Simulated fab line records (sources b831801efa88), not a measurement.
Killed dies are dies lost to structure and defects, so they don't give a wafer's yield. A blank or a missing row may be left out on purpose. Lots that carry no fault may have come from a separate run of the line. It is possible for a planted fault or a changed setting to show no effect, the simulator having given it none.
Problem report, 8D (eight disciplines) form, completed by code    flow gf180mcu    the parts of the form that need people (team, actions taken, sign-off) are left out

1. WHAT IS WRONG
At GF_CONTACT_CD_MEAS_14, cd_nm averages 210.0 nm over 4 wafers from 3 lots, while fault-free wafers read 219.9 nm, standard deviation 1.4. Relative to the usual mean, that is a shift of -7.1 standard deviations.
The step: target cd 220 nm.
First observed at day 20 11:31: wafer L895.1, on cd_sem-01. Wafers with a number at this step in the record: 41, from 14 lots. By rule, "out" or "out of limits" means more than 4 standard deviations away from the usual mean. The other wafers with a number count as sound.

2. WHAT IT IS, WHAT IT ISN'T
question                     is                              is not
which readings at this step  cd_nm                           -
which lots                   L895, L896, L897                L883, L884, L885, L886, L887, L888, L890, L891, L892, L893, L906
which wafers of those lots   L895.1, L895.5, L896.1, L897.5  L895.4, L896.2, L897.4, L897.6
read on which gauges         cd_sem-01                       cd_sem-02
when                         from day 20 11:31               up to then (31 sound wafers); but 6 sound wafers of L896, L897, L906 came after

3. WHAT RULES OUT EACH SUSPECT
Counting: any tool at a process step up to the reading remains a suspect provided it ran every lot that is out. Sound lots after the first of them don't rule it out here, since some wafers of a struck lot are sound.
- the gauge at GF_CONTACT_CD_MEAS_14: kept. All the wafers that are out were read on cd_sem-01, and no step on other tools shows them out.
- krf_scanner-01 at GF_CONTACT_EXPOSE_11 (exposes mask Contact, target cd 220 nm): kept. It ran every lot that is out, first L895 (day 19 23:58); its last sound lot up to then is L892 (day 18 23:31).
What counting leaves: krf_scanner-01 at GF_CONTACT_EXPOSE_11 and cd_sem-01 at GF_CONTACT_CD_MEAS_14.

4. THE CAUSE (what the simulator had put in)
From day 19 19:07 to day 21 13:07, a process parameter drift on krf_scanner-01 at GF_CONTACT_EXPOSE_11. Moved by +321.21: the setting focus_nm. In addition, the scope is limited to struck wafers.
After counting, 2 suspects remain, this tool included.

5. THE EFFECT CHAIN, in route order
Each row: a reading where the mean over the struck wafers with a number is more than 3 standard deviations away from the usual. Readings are gone through only where the record gives a usual standard deviation; hours: the median, over the lots, of the time from a lot's start at the first step in this table giving one to that lot's start at this step; sigmas: the change measured in usual standard deviations.
hours  step                   reading  usual     on struck wafers  change  sigmas
0      GF_CONTACT_CD_MEAS_14  cd_nm    219.9 nm  210.0             -9.9    -7.1
Later steps that measure or inspect, where all struck wafers having a row at the step show a number for every such reading and not one has moved that far: GF_M1_RS_MEAS_05.

6. HOW IT WOULD HAVE BEEN CAUGHT EARLIER
In this record the first reading out of limits at a measuring or inspecting step was taken at day 20 11:31, 16 hours after the fault began at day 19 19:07.
Lots out: 3; of these, L896, L897 started GF_CONTACT_EXPOSE_11 on krf_scanner-01 after day 20 11:31. A hold on the tool at that time would have spared those 2.
